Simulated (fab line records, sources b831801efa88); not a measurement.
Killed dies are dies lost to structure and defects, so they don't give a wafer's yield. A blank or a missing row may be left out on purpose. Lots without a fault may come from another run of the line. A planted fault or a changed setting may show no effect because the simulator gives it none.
Split-lot experiment | flow sky130 | 5 lots, 23 wafers read, on a route of 708 steps

THE SPLIT
At SKY_LDD_LDN_COAT_02 (resist thk 1140 nm), the setting resist_thk_nm was moved away from the recipe's 1140 nm on 10 of the 23 wafers read, by -4.2% to +3.2%. The other wafers ran this setting at the recipe's value.

The reading is taken at the split's own step.

THE READING
NOVOLAK_of_LDD_LDN_COAT_02.thk_nm (the simulator's own value, which no gauge read), in nm, at SKY_LDD_LDN_COAT_02 (resist thk 1140 nm). The file gives no usual value for it. The 13 wafers here that ran the recipe average 1141 nm, standard deviation 3.8 nm.

wafer  | tool, chamber at the split | resist_thk_nm as run, nm | against the recipe | NOVOLAK_of_LDD_LDN_COAT_02.thk_nm, nm | against lot-mates on the recipe
L074.1 | litho_track-04, 0          | 1140                     | recipe             | 1147                                  | -
L074.6 | litho_track-04, 0          | 1140                     | recipe             | 1147                                  | -
L074.4 | litho_track-04, 0          | 1140                     | recipe             | 1144                                  | -
L077.1 | litho_track-03, 0          | 1092                     | -4.2%              | 1092                                  | -48
L077.2 | litho_track-03, 0          | 1092                     | -4.2%              | 1093                                  | -47
L077.4 | litho_track-03, 0          | 1092                     | -4.2%              | 1093                                  | -47
L077.3 | litho_track-03, 0          | 1140                     | recipe             | 1138                                  | -
L077.5 | litho_track-03, 0          | 1140                     | recipe             | 1142                                  | -
L081.1 | litho_track-03, 0          | 1140                     | recipe             | 1138                                  | -
L081.4 | litho_track-03, 0          | 1140                     | recipe             | 1138                                  | -
L081.2 | litho_track-03, 0          | 1109                     | -2.7%              | 1107                                  | -31
L081.5 | litho_track-03, 0          | 1109                     | -2.7%              | 1108                                  | -30
L081.6 | litho_track-03, 0          | 1140                     | recipe             | 1137                                  | -
L082.1 | litho_track-01, 0          | 1177                     | +3.2%              | 1177                                  | +42
L082.2 | litho_track-01, 0          | 1140                     | recipe             | 1135                                  | -
L082.3 | litho_track-01, 0          | 1140                     | recipe             | 1136                                  | -
L082.4 | litho_track-01, 0          | 1177                     | +3.2%              | 1174                                  | +38
L082.6 | litho_track-01, 0          | 1177                     | +3.2%              | 1172                                  | +36
L084.1 | litho_track-04, 0          | 1140                     | recipe             | 1142                                  | -
L084.5 | litho_track-04, 0          | 1140                     | recipe             | 1142                                  | -
L084.3 | litho_track-04, 0          | 1093                     | -4.1%              | 1096                                  | -46
L084.4 | litho_track-04, 0          | 1093                     | -4.1%              | 1094                                  | -48
L084.6 | litho_track-04, 0          | 1140                     | recipe             | 1143                                  | -

THE FIT
A straight line over all 23 wafers: NOVOLAK_of_LDD_LDN_COAT_02.thk_nm changes by +11.1 nm for each +1% of resist_thk_nm; r = +0.99; the points scatter about the line by 3.3 nm.
The same after taking each lot's own level away (the mean of its wafers on the recipe; 23 wafers): +11.5 nm for each +1%; r = +1.00; scatter 1.4 nm.
On that fit, the largest move of resist_thk_nm shifts the reading by 48 nm.
The lots' own levels span 1135.5 to 1146.0 nm, that is 2.7 times the standard deviation above.
So the lot-to-lot level changes the slope little: the two slopes agree.
Check: with one of the wafers moved furthest among these (-4.2%) left out of the fit, the line predicts -48 nm for it against its lot-mates. It came out at -48 nm against them.

OTHER SPLITS ON THESE WAFERS
These wafers also went through other splits before the reading. Each is held against what the fit with the lots' levels taken away leaves over:
other split on the same wafers      | wafers away from the commonest value | r with NOVOLAK_of_LDD_LDN_COAT_02.thk_nm (lot level and that fit taken away)
SKY_LDD_P_COAT_02 resist_thk_nm     | 10                                   | +0.07
SKY_LDD_P_DEVELOP_06 develop_time_s | 8                                    | +0.08
SKY_LDD_HVN_IMPLANT_08 dose_cm2     | 7                                    | +0.41
SKY_LDD_HVP_COAT_02 spin_rpm        | 8                                    | +0.36

THE WHOLE CHAIN: every reading that the file lists as answering this split, in the file's order
step                 | what it does       | reading                                                                            | change (the file's fit)              | r (the file's)
SKY_LDD_LDN_COAT_02  | resist thk 1140 nm | NOVOLAK_of_LDD_LDN_COAT_02.thk_nm (the simulator's own value, which no gauge read) | +11.4 nm for each +1% of the setting | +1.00
SKY_LDD_LDN_STRIP_12 | strips in O2/N2    | strip_time_to_endpoint_s                                                           | withheld for each +1% of the setting | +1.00

THE FILE'S OWN FIT
NOVOLAK_of_LDD_LDN_COAT_02.thk_nm changes by +11.4 nm for each +1% of resist_thk_nm, r = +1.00.
